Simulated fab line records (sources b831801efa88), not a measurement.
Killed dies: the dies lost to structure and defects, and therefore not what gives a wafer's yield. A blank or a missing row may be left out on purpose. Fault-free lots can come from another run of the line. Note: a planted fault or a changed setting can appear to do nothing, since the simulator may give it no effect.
Check for tools in common :: flow sky130 :: Sampled: 11 lots, 33 wafers

== WHY THIS WAS OPENED ==
At SKY_LDD_N_TW_MEAS_17 the reading LDD_N_TW is flagged on 2 of 11 lots. Wafers without a fault read 2597, standard deviation 12.
Rule: a lot gets a flag if all its wafers with a number sit over 4 standard deviations from that mean, or if no wafer of it has a number. The rest of the lots are taken to be sound.

lot: L539
measured: day 17 18:56
on: film_metro-01
LDD_N_TW, wafer by wafer: 2592 2591 2596
flag: 

lot: L542
measured: day 18 08:49
on: film_metro-01
LDD_N_TW, wafer by wafer: 2576 2594 2598
flag: 

lot: L540
measured: day 18 08:53
on: film_metro-02
LDD_N_TW, wafer by wafer: 2592 2583 2593
flag: 

lot: L543
measured: day 18 23:17
on: film_metro-01
LDD_N_TW, wafer by wafer: 2704 2708 2697
flag: FLAGGED

lot: L547
measured: day 20 11:57
on: film_metro-02
LDD_N_TW, wafer by wafer: 2698 2698 2717
flag: FLAGGED

lot: L553
measured: day 23 01:55
on: film_metro-01
LDD_N_TW, wafer by wafer: 2613 2612 2597
flag: 

lot: L555
measured: day 23 23:11
on: film_metro-04
LDD_N_TW, wafer by wafer: 2605 2603 2590
flag: 

lot: L556
measured: day 23 23:30
on: film_metro-02
LDD_N_TW, wafer by wafer: 2596 2593 2605
flag: 

lot: L557
measured: day 24 05:34
on: film_metro-04
LDD_N_TW, wafer by wafer: 2592 2590 2602
flag: 

lot: L558
measured: day 24 16:04
on: film_metro-01
LDD_N_TW, wafer by wafer: 2615 2610 2596
flag: 

lot: L562
measured: day 26 04:51
on: film_metro-01
LDD_N_TW, wafer by wafer: 2604 2616 2605
flag: 
On average the flagged lots' numbers are 2704, which is +107 against the usual, or +9 standard deviations.

== LOT BY LOT: THE TOOL USED ==
Before the reading, the record contains 2 process steps out of a 708-step route. Cell contents, in order: the tool; ch with the chambers the sampled wafers went through; the start.
lot: L539
flag: 
SKY_LDD_N_IMPLANT_11: implanter-03 ch 0, day 17 13:58
SKY_LDD_N_STRIP_16: plasma_asher-02 ch 0,1, day 17 18:49

lot: L542
flag: 
SKY_LDD_N_IMPLANT_11: implanter-04 ch 0, day 18 07:58
SKY_LDD_N_STRIP_16: plasma_asher-02 ch 0,1, day 18 08:43

lot: L540
flag: 
SKY_LDD_N_IMPLANT_11: implanter-03 ch 0, day 18 08:02
SKY_LDD_N_STRIP_16: plasma_asher-04 ch 0,1, day 18 08:47

lot: L543
flag: FLAGGED
SKY_LDD_N_IMPLANT_11: implanter-04 ch 0, day 18 21:56
SKY_LDD_N_STRIP_16: plasma_asher-02 ch 0, day 18 23:11

lot: L547
flag: FLAGGED
SKY_LDD_N_IMPLANT_11: implanter-03 ch 0, day 20 10:40
SKY_LDD_N_STRIP_16: plasma_asher-01 ch 0, day 20 11:50

lot: L553
flag: 
SKY_LDD_N_IMPLANT_11: implanter-04 ch 0, day 23 01:04
SKY_LDD_N_STRIP_16: plasma_asher-01 ch 0,1, day 23 01:49

lot: L555
flag: 
SKY_LDD_N_IMPLANT_11: implanter-02 ch 0, day 23 22:20
SKY_LDD_N_STRIP_16: plasma_asher-01 ch 0,1, day 23 23:05

lot: L556
flag: 
SKY_LDD_N_IMPLANT_11: implanter-04 ch 0, day 23 22:40
SKY_LDD_N_STRIP_16: plasma_asher-02 ch 0,1, day 23 23:23

lot: L557
flag: 
SKY_LDD_N_IMPLANT_11: implanter-02 ch 0, day 24 04:43
SKY_LDD_N_STRIP_16: plasma_asher-01 ch 1, day 24 05:28

lot: L558
flag: 
SKY_LDD_N_IMPLANT_11: implanter-04 ch 0, day 24 15:13
SKY_LDD_N_STRIP_16: plasma_asher-04 ch 0, day 24 15:58

lot: L562
flag: 
SKY_LDD_N_IMPLANT_11: implanter-04 ch 0, day 26 04:01
SKY_LDD_N_STRIP_16: plasma_asher-02 ch 0,1, day 26 04:44
What these steps do:
- SKY_LDD_N_IMPLANT_11
- SKY_LDD_N_STRIP_16: strips in O2/N2.
- SKY_LDD_N_TW_MEAS_17

== FLAGGED OVER TOTAL, TOOL BY TOOL (the gauges that took the reading come last) ==
step: SKY_LDD_N_IMPLANT_11
tool: implanter-02
lots run: 2
flagged: 0
share of the flagged lots: none
sound lots run after its first flagged lot: -

step: SKY_LDD_N_IMPLANT_11
tool: implanter-03
lots run: 3
flagged: 1
share of the flagged lots: some
sound lots run after its first flagged lot: 0

step: SKY_LDD_N_IMPLANT_11
tool: implanter-04
lots run: 6
flagged: 1
share of the flagged lots: some
sound lots run after its first flagged lot: 4 (L553,L556,L558,L562)

step: SKY_LDD_N_STRIP_16
tool: plasma_asher-01
lots run: 4
flagged: 1
share of the flagged lots: some
sound lots run after its first flagged lot: 3 (L553,L555,L557)

step: SKY_LDD_N_STRIP_16
tool: plasma_asher-02
lots run: 5
flagged: 1
share of the flagged lots: some
sound lots run after its first flagged lot: 2 (L556,L562)

step: SKY_LDD_N_STRIP_16
tool: plasma_asher-04
lots run: 2
flagged: 0
share of the flagged lots: none
sound lots run after its first flagged lot: -

step: SKY_LDD_N_TW_MEAS_17
tool: film_metro-01
lots run: 6
flagged: 1
share of the flagged lots: some
sound lots run after its first flagged lot: 3 (L553,L558,L562)

step: SKY_LDD_N_TW_MEAS_17
tool: film_metro-02
lots run: 3
flagged: 1
share of the flagged lots: some
sound lots run after its first flagged lot: 1 (L556)

step: SKY_LDD_N_TW_MEAS_17
tool: film_metro-04
lots run: 2
flagged: 0
share of the flagged lots: none
sound lots run after its first flagged lot: -

== WHAT IS ALLOWED BY THE TABLE ==
No row of the table ran every flagged lot.

== WHAT HAD BEEN PUT IN BY THE SIMULATOR ==
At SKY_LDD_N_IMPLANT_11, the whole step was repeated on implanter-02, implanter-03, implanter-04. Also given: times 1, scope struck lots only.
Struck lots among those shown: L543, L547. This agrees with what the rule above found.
